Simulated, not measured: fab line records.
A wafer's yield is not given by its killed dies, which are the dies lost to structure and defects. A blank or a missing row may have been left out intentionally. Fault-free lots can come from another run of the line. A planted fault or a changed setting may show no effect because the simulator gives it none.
Comparing a struck lot with a sound one ; flow sky130 ; 28 out of 708 route steps
Sound: the wafers L934.3, L934.5, L934.6. Struck: wafers L941.1, L941.2. (L941.3 of the same lot was not struck and is left out.) The cause comes at the end.
For every step that has rows: the tool of each side, followed by ch and its chambers, followed by its first start. Under that, the readings that differ: sound wafers ; struck wafers ; difference of the means ; sigmas: that difference in standard deviations of wafers without a fault.
alike: words and numbers the same on both sides, and readings whose means are apart by under 2 such deviations; not compared: readings that were withheld, readings missing a value for some wafer, numbers with overlapping values and no deviation given by the record, and bounds like >300 which may hide the same value.
Wherever a step has rows on one side only, a row that says differs or no value, or a row with sigmas, the two part there. Numbers that have no deviation but don't overlap get no sigmas and don't part them. A reading missing from all wafers of one side parts the sides only when that side holds two or more wafers.

first, 2 steps without rows for these wafers: SKY_VIA2_SPUTTER_20 (material TiN, target thk 20 nm, time 80 s); SKY_VIA2_CVD_21 (deposits W, target thk 420 nm, time 126.4 s).
SKY_VIA2_RS_MEAS_22: measures by four-point-probe.
  sound on filmMetro-01, day 37 15:28; struck on filmMetro-01, day 39 04:49
  alike: VIA2_W_RS
SKY_VIA2_THK_MEAS_23: measures by xrf.
  sound on filmMetro-01, day 37 15:34; struck on filmMetro-01, day 39 04:56
  alike: VIA2_W_THK
SKY_VIA2_CMP_24: polishes, stops on SiO2, t overpolish 20 s, target thk 0 nm.
  sound on cmp-01 ch 2,3, day 37 15:40; struck on cmp-01 ch 0,2, day 39 05:00
  alike: motorCurrentA, overpolishRunS, retainingRingPressureFrac, timeToEndpointS
then, 1 step without rows for these wafers: SKY_METAL3_SPUTTER_00 (material Ti, target thk 15 nm, time 10 s).
SKY_METAL3_SPUTTER_01: material TiN, target thk 20 nm, time 16.7 s.
  sound on pvdSputter-03, day 37 15:56; struck on pvdSputter-04, day 39 05:19
  alike: throttleValvePct
then, 1 step without rows for these wafers: SKY_METAL3_SPUTTER_02 (material AlCu, target thk 735 nm, time 39.1 s).
SKY_METAL3_SPUTTER_03: material Ti, target thk 5 nm, time 3.3 s.
  sound on pvdSputter-03, day 37 15:59; struck on pvdSputter-04, day 39 05:23
  alike: throttleValvePct
then, 1 step without rows for these wafers: SKY_METAL3_SPUTTER_04 (material TiN, target thk 70 nm, time 58.3 s).
SKY_CAPM_CVD_00: deposits SiO2, target thk 15.5 nm.
  sound on pecvd-03 ch 0,2, day 37 16:04; struck on pecvd-04 ch 0,1, day 39 05:27
  alike: heaterPowerOuterW, heaterPowerW
SKY_CAPM_THK_MEAS_01:
  sound on filmMetro-04, day 37 16:06; struck on filmMetro-03, day 39 05:28
  alike: CAPM_CVD_00_THK
SKY_CAPM_SPUTTER_02: material TiN, target thk 200 nm, time 166.7 s.
  sound on pvdSputter-04, day 37 16:08; struck on pvdSputter-01, day 39 05:32
reading;sound;struck;difference;sigmas
model.TiN_of_CAPM_SPUTTER_02.thkNm (nm);201.5 203.5 201.6;237.5 232.3;+32.7;
  alike: throttleValvePct
SKY_CAPM_RS_MEAS_03: measures by four-point-probe.
  sound on filmMetro-03, day 37 16:17; struck on filmMetro-04, day 39 05:38
reading;sound;struck;difference;sigmas
CAPM_TIN_RS (ohm/sq);6.87 6.80 6.86;5.79 5.91;-0.99;-17
SKY_CAPM_THK_MEAS_04: measures by xrf.
  sound on filmMetro-03, day 37 16:23; struck on filmMetro-04, day 39 05:46
reading;sound;struck;difference;sigmas
CAPM_TIN_THK (nm);201.8 203.8 202.2;239.0 232.1;+33.0;+18
then, 7 steps without rows for these wafers: SKY_CAPM_DEHYDRATE_05 (time 60 s); SKY_CAPM_HMDS_06 (prime time 60 s); SKY_CAPM_COAT_07 (resist thk 1140 nm); SKY_CAPM_SOFTBAKE_08 (time 60 s); SKY_CAPM_EXPOSE_09 (exposes mask CAPM, target cd 1000 nm); SKY_CAPM_PEB_10; SKY_CAPM_DEVELOP_11 (develop time 60 s).
SKY_CAPM_OVL_MEAS_12:
  sound on overlay-02, day 38 17:04; struck on overlay-02, day 40 05:58
  alike: CAPM_OVL
SKY_CAPM_METAL_ETCH_13: etches TiN in Cl2/BCl3, stops on SiO2, target depth 220 nm, time 62.9 s.
  sound on rieMetal-01 ch 0,1, day 38 17:07; struck on rieMetal-03 ch 0,1, day 40 06:00
reading;sound;struck;difference;sigmas
oesProductAu (a.u.);0.938 0.941 0.940;0.998 1.008;+0.063;+11
rfHoursCounterH (h);- - -;11 7;no value on the sound wafers;
throttleValvePct (%);21.901 21.899 21.905;21.853 21.844;-0.053;-6
  alike: drypumpMotorCurrentA, mfcCl2Sccm
SKY_CAPM_STRIP_14: strips in O2/N2.
  sound on plasmaAsher-02 ch 0,1, day 38 17:13; struck on plasmaAsher-01 ch 0,1, day 40 06:04
reading;sound;struck;difference;sigmas
drypumpMotorCurrentA (A);5.85 5.80 5.85;5.44 5.46;-0.38;-2
rfHoursCounterH (h);- - -;53 53;no value on the sound wafers;
  alike: oesProductAu, stripTimeToEndpointS
SKY_CAPM_STRIP_15: strips in post etch residue remover, time 1200 s.
  sound on wetBench-03 ch 2, day 38 17:16; struck on wetBench-03 ch 2, day 40 06:10
reading;sound;struck;difference;sigmas
model.TiN_of_CAPM_SPUTTER_02.thkNm (nm);201 203 201.2;237.1 231.9;+32.8;
  alike: tempC
then, 1 step without rows for these wafers: SKY_CAPM_CLEAN_16 (cleans in IPA, time 180 s).
-- the record jumps here: 8 days lie between the struck wafers' starts before and after (it left off in module CAPM and takes up again in module PAD_OPEN, whose first step shown is number 708 of the route) --
SKY_PAD_OPEN_PROBE_99:
  sound on prober-02, day 46 18:01; struck on prober-01, day 48 01:59
reading;sound;struck;difference;sigmas
defectLimitedYield (%);85.4 84.6 83.7;0 3.9;-83;-43
killedAtFrontEnd;13 12 11;28 16;+10;+2
killedAtOther;0 0 0;395 391;+393;+99 or more
killedDies;72 76 80;492 473;+406;+42
killedOnRim;13 21 14;96 96;+80;+23
killedShort;25 34 27;51 45;+19;+3
  alike: killed_at_M0_to_M3, killed_at_M4_up, killedAtContacts, killedOpen

## WHERE THEY PART
At SKY_CAPM_RS_MEAS_03 first; at SKY_PAD_OPEN_PROBE_99 last (within this record only).

WHY: what had been put in by the simulator
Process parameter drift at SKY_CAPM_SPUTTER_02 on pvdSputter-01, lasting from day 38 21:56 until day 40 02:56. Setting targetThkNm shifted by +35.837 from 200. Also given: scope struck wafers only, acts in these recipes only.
